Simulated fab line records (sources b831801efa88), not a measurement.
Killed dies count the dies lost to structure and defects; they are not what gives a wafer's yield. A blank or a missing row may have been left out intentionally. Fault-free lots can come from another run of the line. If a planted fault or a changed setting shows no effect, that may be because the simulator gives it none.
Lot-split experiment :: flow sky130 :: route with 708 steps; 5 lots, 23 wafers read

## THE SPLIT ITSELF
At SKY_RES_XHIGH_IMPLANT_07, the setting doseCm2 was moved away from the recipe's 3.6e+14 on 6 of the 23 wafers read, by -6.8% to +5.0%. All remaining wafers had this setting at the recipe value.

## FROM THE SPLIT TO THE READING: what the file shows between them, 5 steps
- SKY_RES_XHIGH_STRIP_08: strips in O2/N2
- SKY_RES_XHIGH_TW_MEAS_09
- SKY_SD_N_DEVELOP_06: develop time 60 s (also split here: developTimeS)
- SKY_SD_N_CD_MEAS_07: target cd 380 nm
- SKY_SD_N_IMPLANT_09

## THE READING
RES_XHIGH_RS (ohm/sq), read at SKY_SD_N_RS_MEAS_18 with a four-point probe. A value of 333.3 ohm/sq with a standard deviation of 1.1 ohm/sq is what fault-free wafers of this fab line usually give.

wafer: L076.1
tool, chamber at the split: implanter-02, 0
doseCm2 as run: 3.6e+14
against the recipe: recipe
RES_XHIGH_RS, ohm/sq: 335.2
against lot-mates on the recipe: -

wafer: L076.2
tool, chamber at the split: implanter-02, 0
doseCm2 as run: 3.6e+14
against the recipe: recipe
RES_XHIGH_RS, ohm/sq: 334.5
against lot-mates on the recipe: -

wafer: L076.3
tool, chamber at the split: implanter-02, 0
doseCm2 as run: 3.6e+14
against the recipe: recipe
RES_XHIGH_RS, ohm/sq: 335.2
against lot-mates on the recipe: -

wafer: L076.5
tool, chamber at the split: implanter-02, 0
doseCm2 as run: 3.6e+14
against the recipe: recipe
RES_XHIGH_RS, ohm/sq: 335.1
against lot-mates on the recipe: -

wafer: L076.6
tool, chamber at the split: implanter-02, 0
doseCm2 as run: 3.6e+14
against the recipe: recipe
RES_XHIGH_RS, ohm/sq: 334.9
against lot-mates on the recipe: -

wafer: L077.2
tool, chamber at the split: implanter-04, 0
doseCm2 as run: 3.6e+14
against the recipe: recipe
RES_XHIGH_RS, ohm/sq: 333.8
against lot-mates on the recipe: -

wafer: L077.3
tool, chamber at the split: implanter-04, 0
doseCm2 as run: 3.781e+14
against the recipe: +5.0%
RES_XHIGH_RS, ohm/sq: 319.0
against lot-mates on the recipe: -14.9

wafer: L077.4
tool, chamber at the split: implanter-04, 0
doseCm2 as run: 3.781e+14
against the recipe: +5.0%
RES_XHIGH_RS, ohm/sq: 320.1
against lot-mates on the recipe: -13.8

wafer: L077.5
tool, chamber at the split: implanter-04, 0
doseCm2 as run: 3.6e+14
against the recipe: recipe
RES_XHIGH_RS, ohm/sq: 333.9
against lot-mates on the recipe: -

wafer: L077.6
tool, chamber at the split: implanter-04, 0
doseCm2 as run: 3.781e+14
against the recipe: +5.0%
RES_XHIGH_RS, ohm/sq: 319.2
against lot-mates on the recipe: -14.7

wafer: L079.2
tool, chamber at the split: implanter-02, 0
doseCm2 as run: 3.6e+14
against the recipe: recipe
RES_XHIGH_RS, ohm/sq: 332.7
against lot-mates on the recipe: -

wafer: L079.3
tool, chamber at the split: implanter-02, 0
doseCm2 as run: 3.6e+14
against the recipe: recipe
RES_XHIGH_RS, ohm/sq: 333.9
against lot-mates on the recipe: -

wafer: L079.4
tool, chamber at the split: implanter-02, 0
doseCm2 as run: 3.6e+14
against the recipe: recipe
RES_XHIGH_RS, ohm/sq: 332.5
against lot-mates on the recipe: -

wafer: L079.5
tool, chamber at the split: implanter-02, 0
doseCm2 as run: 3.6e+14
against the recipe: recipe
RES_XHIGH_RS, ohm/sq: 334.3
against lot-mates on the recipe: -

wafer: L079.6
tool, chamber at the split: implanter-02, 0
doseCm2 as run: 3.6e+14
against the recipe: recipe
RES_XHIGH_RS, ohm/sq: 332.3
against lot-mates on the recipe: -

wafer: L081.2
tool, chamber at the split: implanter-01, 0
doseCm2 as run: 3.6e+14
against the recipe: recipe
RES_XHIGH_RS, ohm/sq: 335.2
against lot-mates on the recipe: -

wafer: L081.4
tool, chamber at the split: implanter-01, 0
doseCm2 as run: 3.6e+14
against the recipe: recipe
RES_XHIGH_RS, ohm/sq: 335.9
against lot-mates on the recipe: -

wafer: L081.6
tool, chamber at the split: implanter-01, 0
doseCm2 as run: 3.6e+14
against the recipe: recipe
RES_XHIGH_RS, ohm/sq: 335.1
against lot-mates on the recipe: -

wafer: L085.1
tool, chamber at the split: implanter-01, 0
doseCm2 as run: 3.356e+14
against the recipe: -6.8%
RES_XHIGH_RS, ohm/sq: 354.2
against lot-mates on the recipe: +22.0

wafer: L085.2
tool, chamber at the split: implanter-01, 0
doseCm2 as run: 3.6e+14
against the recipe: recipe
RES_XHIGH_RS, ohm/sq: 331.6
against lot-mates on the recipe: -

wafer: L085.4
tool, chamber at the split: implanter-01, 0
doseCm2 as run: 3.356e+14
against the recipe: -6.8%
RES_XHIGH_RS, ohm/sq: 353.5
against lot-mates on the recipe: +21.3

wafer: L085.5
tool, chamber at the split: implanter-01, 0
doseCm2 as run: 3.356e+14
against the recipe: -6.8%
RES_XHIGH_RS, ohm/sq: 352.6
against lot-mates on the recipe: +20.4

wafer: L085.6
tool, chamber at the split: implanter-01, 0
doseCm2 as run: 3.6e+14
against the recipe: recipe
RES_XHIGH_RS, ohm/sq: 332.8
against lot-mates on the recipe: -

FIT RESULTS
A straight line over all 23 wafers: RES_XHIGH_RS changes by -2.88 ohm/sq for each +1% of doseCm2; r = -0.99; the points scatter about the line by 1.1 ohm/sq.
The same after taking each lot's own level away (the mean of its wafers on the recipe; 23 wafers): -3.03 ohm/sq for each +1%; r = -1.00; scatter 0.66 ohm/sq.
On that fit, the largest move of doseCm2 shifts the reading by 21 ohm/sq.
Across the lots, their own levels run from 332.20 to 335.40 ohm/sq, a range of 2.9 times the standard deviation given above.
Hence the lot-to-lot level has little effect on the slope; both slopes agree.
Check: with one of the wafers moved furthest among these (-6.8%) left out of the fit, the line predicts +20.4 ohm/sq for it against its lot-mates. Against them it came out at +22 ohm/sq.

## ADDITIONAL SPLITS CARRIED BY THESE WAFERS
Other splits were also applied to these wafers ahead of the reading. Each is held against what the fit with the lots' levels taken away leaves over:
other split on the same wafers: SKY_POLY_GATE_EXPOSE_10 doseMj
wafers away from the commonest value: 10
r with RES_XHIGH_RS (lot level and that fit taken away): +0.31

other split on the same wafers: SKY_POLY_GATE_ETCH_15 timeS
wafers away from the commonest value: 10
r with RES_XHIGH_RS (lot level and that fit taken away): +0.03

other split on the same wafers: SKY_LDD_N_IMPLANT_09 energyKev
wafers away from the commonest value: 5
r with RES_XHIGH_RS (lot level and that fit taken away): +0.11

other split on the same wafers: SKY_LDD_P_EXPOSE_04 doseMj
wafers away from the commonest value: 8
r with RES_XHIGH_RS (lot level and that fit taken away): +0.31

other split on the same wafers: SKY_SD_P_SOFTBAKE_03 tempC
wafers away from the commonest value: 7
r with RES_XHIGH_RS (lot level and that fit taken away): -0.36

other split on the same wafers: SKY_SD_N_DEVELOP_06 developTimeS
wafers away from the commonest value: 7
r with RES_XHIGH_RS (lot level and that fit taken away): -0.24

## THE WHOLE CHAIN: every reading that the file lists as answering this split, in the file's order
step: SKY_RES_XHIGH_TW_MEAS_09
what it does: 
reading: RES_XHIGH_TW
change (the file's fit): +4.81 for each +1% of the setting
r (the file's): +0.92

step: SKY_SD_N_RS_MEAS_18
what it does: measures by four-point-probe
reading: RES_XHIGH_RS
change (the file's fit): -3.04 for each +1% of the setting
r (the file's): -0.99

## FILE'S OWN FIT
RES_XHIGH_RS changes by -3.04 ohm/sq for each +1% of doseCm2, r = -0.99.
